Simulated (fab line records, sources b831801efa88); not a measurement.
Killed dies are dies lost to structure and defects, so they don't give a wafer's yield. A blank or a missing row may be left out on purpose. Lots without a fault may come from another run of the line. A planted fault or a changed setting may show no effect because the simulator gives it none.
fab line records | flow sky130 | part 2 of 2: steps 27 to 36 of 36
record lots=5 wafers=15 last_day=49
route steps=708 shown NWELL@58 PWDE@84 VT_ADJUST_HVTP@85
lots that met no fault: from a run of the same line without faults
start_h: hours from the record's first day to the start of the lot's first wafer shown | wait_h: hours since the lot's step before | " the same as in the row above | L1.1+2: a row that stands for several wafers | - no value, or no start given | * or withheld: withheld | < > ~ a bound
route shown NAME@n: a module of which the file shows steps, and the number in the route of the first | usual: mean/standard deviation of fault-free wafers | same: alike in all rows | chamber/n: place in a boat | sites: the reading at each site | _std_site: their standard deviation | _edge_site: outer sites' mean less inner sites' | radius_mm: how far each site lies from the wafer's centre | mask NAME#n: copy n | behind: the tool/chamber that last shaped the wafer | hold: why the lot was held/for how many hours/how that ended | device: the transistor (n, p or np) that didn't switch | end of line: the same wafers' tests at the end of the route | a step without rows: its recipe alone | killed: dies lost to structure and defects at the first sort, not the wafer's yield | map: a wafer's dies, x killed, . not, _ none there
set.NAME: the setting as run; set.NAME@STEP: as run at that earlier step | model.NAME: the simulator's own value behind a step, which no gauge read
lots at some steps of the route; a table a step, a row a wafer
services: from which hour (start_h, from the record's first day; less than 0 if before it) a tool's chamber was out of use, for how many hours, and why
## steps
# step SKY_VT_ADJUST_HVTP_DEHYDRATE_00
# recipe temp_c=200 time_s=60
# usual exhaust_pa=45.0/0.8
# columns lot.wafer tool chamber start_h wait_h exhaust_pa
L074.1 litho_track-02 0 115.19 8.4 47.5
L074.5 " 0 " " 46.9
L074.6 " 0 " " 46.2
L076.2 litho_track-01 0 124.96 8.9 44.6
L076.3 " 0 " " 44.3
L076.6 " 0 " " 44.9
L087.1 litho_track-01 0 195.69 9.8 44.8
L087.3 " 0 " " 44.2
L087.5 " 0 " " 45.9
L088.2 litho_track-01 0 199.31 10.6 45.8
L088.4 " 0 " " 45.8
L088.5 " 0 " " 44.4
L090.1 litho_track-02 0 214.04 10.7 45.4
L090.2 " 0 " " 45.2
L090.3 " 0 " " 45.6
# step SKY_VT_ADJUST_HVTP_HMDS_01
# recipe prime_time_s=60 prime_temp_c=120
# usual exhaust_pa=44.9/0.82
# columns lot.wafer tool chamber start_h wait_h exhaust_pa
L074.1 litho_track-02 0 115.34 0.1 44.5
L074.5 " 0 " " 44.5
L074.6 " 0 " " 44.4
L076.2 litho_track-01 0 125.11 0.1 45.1
L076.3 " 0 " " 45.2
L076.6 " 0 " " 44.4
L087.1 litho_track-01 0 195.84 0.1 43.8
L087.3 " 0 " " 43.9
L087.5 " 0 " " 44.8
L088.2 litho_track-01 0 199.46 0.1 44.2
L088.4 " 0 " " 43.7
L088.5 " 0 " " 44.0
L090.1 litho_track-02 0 214.19 0.1 44.9
L090.2 " 0 " " 46.5
L090.3 " 0 " " 45.3
# step SKY_VT_ADJUST_HVTP_COAT_02
# recipe resist=NOVOLAK spin_rpm=3000 resist_thk_nm=1140
# usual exhaust_pa=45.1/0.76
# columns lot.wafer tool chamber start_h wait_h exhaust_pa
L074.1 litho_track-02 0 115.49 0.1 46.0
L074.5 " 0 " " 46.1
L074.6 " 0 " " 44.8
L076.2 litho_track-01 0 125.26 0.1 46.5
L076.3 " 0 " " 45.4
L076.6 " 0 " " 44.7
L087.1 litho_track-01 0 195.99 0.1 44.5
L087.3 " 0 " " 45.9
L087.5 " 0 " " 44.5
L088.2 litho_track-01 0 199.61 0.1 44.7
L088.4 " 0 " " 45.4
L088.5 " 0 " " 44.1
L090.1 litho_track-02 0 214.34 0.1 44.0
L090.2 " 0 " " 43.8
L090.3 " 0 " " 44.2
# step SKY_VT_ADJUST_HVTP_SOFTBAKE_03
# recipe temp_c=90 time_s=60 resist=NOVOLAK
# usual exhaust_pa=45.0/0.85
# columns lot.wafer tool chamber start_h wait_h exhaust_pa
L074.1 litho_track-02 0 115.64 0.1 44.3
L074.5 " 0 " " 44.8
L074.6 " 0 " " 43.6
L076.2 litho_track-01 0 125.41 0.1 45.7
L076.3 " 0 " " 44.2
L076.6 " 0 " " 46.1
L087.1 litho_track-01 0 196.14 0.1 44.8
L087.3 " 0 " " 45.3
L087.5 " 0 " " 46.1
L088.2 litho_track-01 0 199.76 0.1 45.5
L088.4 " 0 " " 45.7
L088.5 " 0 " " 44.7
L090.1 litho_track-02 0 214.49 0.1 45.8
L090.2 " 0 " " 45.8
L090.3 " 0 " " 46.1
# step SKY_VT_ADJUST_HVTP_EXPOSE_04
# recipe mask_id=HVTPM na=0.6 source_shape=conventional sigma_outer=0.6 polarization=unpolarized target_cd_nm=380 dose_mj=140
# columns lot.wafer tool chamber start_h wait_h mask
L074.1+5+6 iline_stepper-02 0 - - HVTPM#0
L076.2+3+6 iline_stepper-01 0 - - HVTPM#0
L087.1+3+5 iline_stepper-02 0 - - HVTPM#0
L088.2+4+5 iline_stepper-01 0 - - HVTPM#0
L090.1+2+3 iline_stepper-02 0 - - HVTPM#0
# step SKY_VT_ADJUST_HVTP_PEB_05
# recipe temp_c=withheld time_s=* resist=NOVOLAK
# usual exhaust_pa=44.9/1
# columns lot.wafer tool chamber start_h wait_h exhaust_pa
L074.1 litho_track-01 0 - - 43.7
L074.5 " 0 " " 44.0
L074.6 " 0 " " 44.4
L076.2 litho_track-01 0 - - 45.2
L076.3 " 0 " " 44.5
L076.6 " 0 " " 45.8
L087.1 litho_track-02 0 - - 44.1
L087.3 " 0 " " 45.8
L087.5 " 0 " " 43.7
L088.2 litho_track-03 0 - - 46.7
L088.4 " 0 " " 46.0
L088.5 " 0 " " 44.6
L090.1 litho_track-03 0 - - 43.7
L090.2 " 0 " " 45.0
L090.3 " 0 " " 45.4
# step SKY_VT_ADJUST_HVTP_DEVELOP_06
# recipe resist=NOVOLAK developer=TMAH develop_time_s=60 dev_temp_c=23
# usual exhaust_pa=45.0/0.89
# columns lot.wafer tool chamber start_h wait_h exhaust_pa
L074.1 litho_track-01 0 124.79 0.1 45.8
L074.5 " 0 " " 45.5
L074.6 " 0 " " 46.3
L076.2 litho_track-01 0 134.26 0.1 45.8
L076.3 " 0 " " 44.5
L076.6 " 0 " " 45.6
L087.1 litho_track-02 0 207.29 0.1 46.6
L087.3 " 0 " " 44.5
L087.5 " 0 " " 46.5
L088.2 litho_track-03 0 210.74 0.1 44.6
L088.4 " 0 " " 43.4
L088.5 " 0 " " 44.3
L090.1 litho_track-03 0 224.62 0.1 46.6
L090.2 " 0 " " 44.8
L090.3 " 0 " " 44.5
# step SKY_VT_ADJUST_HVTP_CD_MEAS_07
# recipe target_cd_nm=380
# usual cd_nm=380.1/2.3
# columns lot.wafer tool chamber start_h wait_h cd_nm
L074.1 cd_sem-01 - 124.94 0.1 381.9
L074.5 " - " " 384.4
L074.6 " - " " 379.3
L076.2 cd_sem-01 - 134.41 0.1 380.1
L076.3 " - " " 381.3
L076.6 " - " " 380.2
L087.1 cd_sem-02 - 207.44 0.1 380.8
L087.3 " - " " 380.7
L087.5 " - " " 383.0
L088.2 cd_sem-01 - 210.89 0.1 375.7
L088.4 " - " " 377.4
L088.5 " - " " 377.0
L090.1 cd_sem-01 - 224.77 0.1 376.4
L090.2 " - " " 374.8
L090.3 " - " " 375.5
# step SKY_VT_ADJUST_HVTP_OVL_MEAS_08
# usual VT_ADJUST_HVTP_OVL=0.6/1.3
# columns lot.wafer tool chamber start_h wait_h VT_ADJUST_HVTP_OVL[nm]
L074.1 overlay-01 - 125.06 0.1 0.5
L074.5 " - " " -0.6
L074.6 " - " " 2.5
L076.2 overlay-01 - 134.51 0.1 2.4
L076.3 " - " " 0.5
L076.6 " - " " 0.7
L087.1 overlay-01 - 207.56 0.1 0.1
L087.3 " - " " -0.4
L087.5 " - " " 0.5
L088.2 overlay-01 - 210.99 0.1 1.0
L088.4 " - " " 1.7
L088.5 " - " " 2.2
L090.1 overlay-02 - 224.89 0.1 0.2
L090.2 " - " " 0.7
L090.3 " - " " 1.6
# step SKY_VT_ADJUST_HVTP_IMPLANT_09
# recipe species=As energy_kev=150 dose_cm2=4.3e+12 tilt_deg=withheld
# usual beam_energy_keV=150.00/0.052 beam_on_s=10.01/0.21
# columns lot.wafer tool chamber start_h wait_h beam_energy_keV beam_on_s
L074.1 implanter-02 0 125.09 0.0 149.81 10.19
L074.5 " 0 " " 149.82 10.11
L074.6 " 0 " " 149.96 9.78
L076.2 implanter-01 0 134.57 0.0 149.95 10.44
L076.3 " 0 " " 149.95 9.36
L076.6 " 0 " " 149.97 10.23
L087.1 implanter-02 0 207.60 0.0 150.04 10.29
L087.3 " 0 " " 150.03 10.33
L087.5 " 0 " " 150.03 10.12
L088.2 implanter-02 0 211.05 0.0 150.01 9.78
L088.4 " 0 " " 150.07 10.28
L088.5 " 0 " " 149.98 10.09
L090.1 implanter-03 0 224.92 0.0 150.07 9.96
L090.2 " 0 " " 150.05 10.20
L090.3 " 0 " " 150.01 10.10
## services
# columns tool chamber start_h hours kind
implanter-03 - 55.25 3.2 repair
implanter-03 - 56.70 3.6 repair
implanter-04 - 71.53 6.1 repair
implanter-03 - 77.77 5.6 pm
implanter-01 - 81.94 2.0 repair
plasma_asher-01 - 100.75 3.1 repair
rtp_anneal-02 - 105.71 5.2 pm
iline_stepper-01 - 107.63 2.1 pm
plasma_asher-01 - 108.36 2.7 repair
plasma_asher-02 - 109.33 1.5 repair
iline_stepper-02 - 118.44 2.1 pm
implanter-02 - 120.73 3.4 repair
plasma_asher-02 - 122.32 58.8 repair
implanter-04 - 124.91 3.0 repair
implanter-02 - 137.23 3.2 repair
implanter-04 - 139.68 1.7 repair
implanter-03 - 150.08 0.6 repair
implanter-02 - 156.56 1.9 repair
implanter-01 - 159.29 1.2 repair
iline_stepper-01 - 183.31 1.7 pm
plasma_asher-04 - 187.11 1.5 repair
iline_stepper-01 - 205.17 4.4 pm
implanter-01 - 209.83 3.8 pm
iline_stepper-02 - 222.18 0.6 repair
